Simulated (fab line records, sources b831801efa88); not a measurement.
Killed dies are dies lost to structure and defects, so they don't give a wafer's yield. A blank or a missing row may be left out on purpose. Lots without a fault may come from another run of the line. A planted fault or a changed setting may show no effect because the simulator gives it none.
fab line records | flow sky130
record lots=14 wafers=42 last_day=50
route steps=708 shown METAL3@568 PAD_OPEN@708
lots that met no fault: from a run of the same line without faults
start_h: hours from the record's first day to the start of the lot's first wafer shown | wait_h: hours since the lot's step before | " the same as in the row above | L1.1+2: a row that stands for several wafers | - no value, or no start given | * or withheld: withheld | < > ~ a bound
route shown NAME@n: a module of which the file shows steps, and the number in the route of the first | usual: mean/standard deviation of fault-free wafers | same: alike in all rows | chamber/n: place in a boat | sites: the reading at each site | _std_site: their standard deviation | _edge_site: outer sites' mean less inner sites' | radius_mm: how far each site lies from the wafer's centre | mask NAME#n: copy n | behind: the tool/chamber that last shaped the wafer | hold: why the lot was held/for how many hours/how that ended | device: the transistor (n, p or np) that didn't switch | end of line: the same wafers' tests at the end of the route | a step without rows: its recipe alone | killed: dies lost to structure and defects at the first sort, not the wafer's yield | map: a wafer's dies, x killed, . not, _ none there
set.NAME: the setting as run; set.NAME@STEP: as run at that earlier step | model.NAME: the simulator's own value behind a step, which no gauge read
steps of the route over a sample of lots; a table a step, a row a wafer
services: from which hour (start_h, from the record's first day; less than 0 if before it) a tool's chamber was out of use, for how many hours, and why
## steps
# step SKY_METAL3_METAL_ETCH_18
# recipe target_depth_a=8450 stop_on=SiO2 over_etch_frac=0.3 time_s=183.1 chemistry=Cl2/BCl3 resist_sidewall_deg=88 pressure_mtorr=10 icp_w=900 bias_w=48.5 Cl2_flow_sccm=60 bcl3_flow_sccm=30
# usual drypump_motor_current_A=5.5/0.34 oes_product_au=0.865/0.0066 throttle_valve_pct=22.265/0.0077
# columns lot.wafer tool chamber start_h wait_h drypump_motor_current_A oes_product_au rf_hours_counter_h throttle_valve_pct
L256.2 rie_metal-02 1 916.73 0.0 5.7 0.858 14 22.262
L256.3 " 1 " " 5.7 0.875 - 22.254
L256.6 " 1 " " 5.7 0.862 - 22.261
L257.3 rie_metal-04 0 928.19 0.1 5.7 0.858 - 22.254
L257.5 " 0 " " 5.7 0.860 - 22.266
L257.6 " 1 " " 5.8 0.861 - 22.284
L260.4 rie_metal-02 1 943.59 0.1 5.7 0.861 - 22.270
L260.5 " 0 " " 4.8 0.858 - 22.254
L260.6 " 1 " " 5.7 0.855 - 22.273
L262.2 rie_metal-04 0 958.03 0.0 5.7 0.862 3 22.270
L262.5 " 0 " " 5.7 0.863 - 22.264
L262.6 " 1 " " 5.8 0.861 - 22.259
L261.1 rie_metal-03 1 961.98 0.0 5.1 0.866 12 22.258
L261.2 " 0 " " 5.6 0.864 7 22.257
L261.3 " 0 " " 5.5 0.864 - 22.263
L263.2 rie_metal-03 0 964.21 0.0 5.5 0.872 7 22.271
L263.3 " 1 " " 5.1 0.881 - 22.272
L263.4 " 0 " " 5.5 0.862 - 22.267
L264.1 rie_metal-02 1 965.49 0.0 5.7 0.855 16 22.278
L264.4 " 1 " " 5.7 0.846 - 22.266
L264.5 " 1 " " 5.7 0.863 - 22.268
L265.4 rie_metal-04 1 966.91 0.1 5.8 0.860 - 22.256
L265.5 " 0 " " 5.7 0.869 - 22.260
L265.6 " 1 " " 5.8 0.864 - 22.267
L266.2 rie_metal-03 0 994.94 0.0 5.5 0.864 9 22.272
L266.3 " 0 " " 5.5 0.874 - 22.254
L266.5 " 1 " " 5.1 0.867 - 22.276
L268.2 rie_metal-02 0 995.48 0.0 4.8 0.868 1 22.269
L268.5 " 1 " " 5.7 0.870 - 22.245
L268.6 " 0 " " 4.8 0.874 - 22.272
L271.1 rie_metal-03 0 1010.95 0.0 5.5 0.867 10 22.275
L271.2 " 1 " " 5.1 0.868 14 22.259
L271.6 " 1 " " 5.1 0.873 - 22.269
L272.1 rie_metal-03 0 1016.80 0.0 5.5 0.868 11 22.260
L272.2 " 1 " " 5.1 0.854 15 22.271
L272.3 " 0 " " 5.6 0.866 - 22.263
L273.1 rie_metal-03 0 1023.33 0.0 5.5 0.863 11 22.267
L273.2 " 1 " " 5.1 0.867 15 22.267
L273.4 " 1 " " 5.1 0.869 - 22.260
L278.1 rie_metal-04 1 1047.34 0.0 5.8 0.875 24 22.267
L278.2 " 0 " " 5.7 0.879 8 22.280
L278.4 " 1 " " 5.8 0.870 - 22.250
# step SKY_PAD_OPEN_PROBE_99
# usual defect_limited_yield=82.5/1.9 killed_at_M0_to_M3=43/6.8 killed_at_M4_up=3.0/1.6 killed_at_contacts=25/6 killed_at_front_end=15/4.4 killed_at_other=0.3/0.52 killed_dies=86/9.6 killed_on_rim=17/3.5 killed_open=47/6.7 killed_short=39/6.8 sort_bin_3_pad_short=0.9/0.43 sort_bin_5_function=10.3/1.5 sort_bin_6_memory=6.3/1.1 sort_n_pass=406/9.6 sort_yield_pct=82.5/1.9
# same gross_dies=492 killed_at_back_side=0 sort_bin_4_leakage[%]=0 sort_bin_8_speed[%]=0
# columns lot.wafer tool chamber start_h wait_h defect_limited_yield[%] killed_at_M0_to_M3 killed_at_M4_up killed_at_contacts killed_at_front_end killed_at_other killed_dies killed_on_rim killed_open killed_short sort_bin_3_pad_short[%] sort_bin_5_function[%] sort_bin_6_memory[%] sort_n_pass sort_yield_pct[%]
L272.1 prober-02 - 1170.53 0.1 82.9 45 1 29 9 0 84 9 47 37 0.8 10.0 6.3 408 82.9
L272.2 prober-02 - 1170.58 0.1 75.6 85 4 22 9 0 120 24 31 36 3.7 14.8 5.9 372 75.6
L272.3 prober-02 - 1170.63 0.2 82.7 43 5 30 7 0 85 14 46 39 0.6 10.4 6.3 407 82.7
L273.1 prober-01 - 1174.40 0.1 86.4 36 2 15 14 0 67 18 39 28 0.6 8.1 4.9 425 86.4
L273.2 prober-01 - 1174.45 0.1 74.6 86 3 23 13 0 125 22 40 34 4.5 14.8 6.1 367 74.6
L273.4 prober-01 - 1174.55 0.2 73.2 102 2 21 7 0 132 32 47 34 3.9 15.9 7.1 360 73.2
# killed by level:class
L272.1 VIA3:geometric_particle:open=11 CONTACT:geometric_particle:open=8 VIA2:geometric_particle:open=8 LI_CONTACT:geometric_particle:open=7 VIA1:geometric_particle:open=7 METAL2:geometric_particle:short=6 LOCAL_INTERCONNECT:geometric_particle:short=5 CONTACT:geometric_particle:short=5
L272.2 METAL3:unspecified=53 CONTACT:geometric_particle:open=8 VIA1:geometric_particle:open=8 CONTACT:geometric_particle:short=6 VIA2:geometric_particle:open=6 METAL2:geometric_particle:short=5 FIELD_ISO:geometric_particle:short=4 METAL4:geometric_particle:short=4
L272.3 LI_CONTACT:geometric_particle:open=12 VIA1:geometric_particle:open=10 CONTACT:geometric_particle:open=7 METAL1:geometric_particle:short=7 VIA2:geometric_particle:open=6 CONTACT:geometric_particle:short=5 VIA3:geometric_particle:open=4 METAL4:geometric_particle:short=4
L273.1 VIA1:geometric_particle:open=10 CONTACT:geometric_particle:open=7 METAL1:geometric_particle:short=7 LI_CONTACT:geometric_particle:open=4 METAL2:geometric_particle:short=4 VIA2:geometric_particle:open=4 VIA3:geometric_particle:open=4 FIELD_ISO:geometric_particle:open=3
L273.2 METAL3:unspecified=51 CONTACT:geometric_particle:open=11 VIA1:geometric_particle:open=7 LI_CONTACT:geometric_particle:open=6 FIELD_ISO:geometric_particle:short=5 METAL1:geometric_particle:short=5 METAL3:geometric_particle:short=5 CONTACT:geometric_particle:short=4
L273.4 METAL3:unspecified=51 CONTACT:geometric_particle:open=13 VIA3:geometric_particle:open=11 VIA1:geometric_particle:short=8 VIA1:geometric_particle:open=8 VIA2:geometric_particle:open=7 METAL1:geometric_particle:short=6 CONTACT:geometric_particle:short=4
## services
# columns tool chamber start_h hours kind
rie_metal-04 - 918.65 1.3 repair
rie_metal-02 - 937.76 2.8 pm
rie_metal-02 0 962.56 - clean
rie_metal-02 0 962.56 23.4 scheduled_down
rie_metal-02 0 962.56 23.4 vent_cycle
rie_metal-04 0 1019.67 4.6 repair
rie_metal-03 - 1024.43 2.8 pm
## key
first_sign step=SKY_PAD_OPEN_PROBE_99 reading=sort_bin_3_pad_short direction=up sigmas=7.3 usual=0.9 struck=4.0
effect step=SKY_PAD_OPEN_PROBE_99 reading=killed_at_M0_to_M3 direction=up sigmas=7.1 usual=43 struck=91
met_at SKY_METAL3_METAL_ETCH_18
struck_lots L272,L273
struck_wafers L272.2,L273.2,L273.4
onset_between 1010.95 1016.80
fault kind=chamber_particle_source tool=rie_metal-03 chamber=1 onset_h=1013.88 steps=SKY_METAL3_METAL_ETCH_18 rate_per_visit_cm2=1.5255 end_h=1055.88
